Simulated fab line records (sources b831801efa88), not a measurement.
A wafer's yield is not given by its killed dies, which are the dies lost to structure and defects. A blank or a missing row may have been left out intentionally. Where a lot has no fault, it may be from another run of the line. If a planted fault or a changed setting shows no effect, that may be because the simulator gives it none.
Chamber matching / flow sky130 / SKY_VIA2_CMP_02 on cmp-01: 4 sister chambers
The step polishes SiO2. 8 wafers are shown with their chamber, then 12 later ones without.

## WAFERS WITH THEIR CHAMBER
wafer=L080.6; chamber=3; motor_current_A (A)=13.2; slurry_filter_dp_kPa (kPa)=13.56
wafer=L082.2; chamber=2; motor_current_A (A)=14.5; slurry_filter_dp_kPa (kPa)=13.59
wafer=L083.5; chamber=3; motor_current_A (A)=12.4; slurry_filter_dp_kPa (kPa)=13.58
wafer=L081.1; chamber=0; motor_current_A (A)=11.7; slurry_filter_dp_kPa (kPa)=13.20
wafer=L081.6; chamber=2; motor_current_A (A)=13.8; slurry_filter_dp_kPa (kPa)=13.64
wafer=L087.4; chamber=1; motor_current_A (A)=10.7; slurry_filter_dp_kPa (kPa)=13.31
wafer=L087.5; chamber=0; motor_current_A (A)=12.1; slurry_filter_dp_kPa (kPa)=13.60
wafer=L087.6; chamber=1; motor_current_A (A)=11.2; slurry_filter_dp_kPa (kPa)=13.33

## WAFERS MISSING THEIR CHAMBER
wafer=L089.1; motor_current_A (A)=11.0; slurry_filter_dp_kPa (kPa)=13.53
wafer=L089.3; motor_current_A (A)=11.1; slurry_filter_dp_kPa (kPa)=13.42
wafer=L089.6; motor_current_A (A)=14.3; slurry_filter_dp_kPa (kPa)=13.38
wafer=L090.2; motor_current_A (A)=13.1; slurry_filter_dp_kPa (kPa)=13.33
wafer=L090.4; motor_current_A (A)=11.0; slurry_filter_dp_kPa (kPa)=13.75
wafer=L090.5; motor_current_A (A)=11.0; slurry_filter_dp_kPa (kPa)=13.40
wafer=L091.1; motor_current_A (A)=14.7; slurry_filter_dp_kPa (kPa)=13.50
wafer=L091.3; motor_current_A (A)=12.2; slurry_filter_dp_kPa (kPa)=13.39
wafer=L091.4; motor_current_A (A)=11.4; slurry_filter_dp_kPa (kPa)=13.32
wafer=L095.1; motor_current_A (A)=11.2; slurry_filter_dp_kPa (kPa)=13.36
wafer=L095.3; motor_current_A (A)=11.5; slurry_filter_dp_kPa (kPa)=13.09
wafer=L095.5; motor_current_A (A)=10.8; slurry_filter_dp_kPa (kPa)=13.58

## THE CHAMBER EACH PASSED THROUGH
wafer=L089.1; from the rows above=can't be placed: 1 or 0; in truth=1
wafer=L089.3; from the rows above=can't be placed: 1 or 0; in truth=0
wafer=L089.6; from the rows above=can't be placed: 2 or 3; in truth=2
wafer=L090.2; from the rows above=can't be placed: 3 or 0 or 2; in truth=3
wafer=L090.4; from the rows above=can't be placed: 1 or 0 or 3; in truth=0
wafer=L090.5; from the rows above=can't be placed: 1 or 0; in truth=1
wafer=L091.1; from the rows above=2; in truth=2
wafer=L091.3; from the rows above=can't be placed: 0 or 3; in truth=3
wafer=L091.4; from the rows above=can't be placed: 1 or 0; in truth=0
wafer=L095.1; from the rows above=can't be placed: 1 or 0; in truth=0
wafer=L095.3; from the rows above=can't be placed: 1 or 0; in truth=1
wafer=L095.5; from the rows above=can't be placed: 1 or 0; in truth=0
Correct placement for 1 of the 12. From these rows, 11 cannot be placed; in 11 the true chamber is one of the candidates. Placed wrongly: 0.
How it was worked out, from the rows above alone: a wafer's distance from a chamber is the root of the sum, over the readings, of the square of ((its reading less the chamber's mean) divided by the reading's scatter). If the next closest chamber is less than 2 further off than the closest, the wafer can't be placed; otherwise it belongs to the closest. Each chamber's mean is taken over the wafers shown for it. The scatter is the square root of a quotient: the sum, over the shown wafers, of each reading's squared deviation from its chamber's mean, divided by wafers minus chambers.
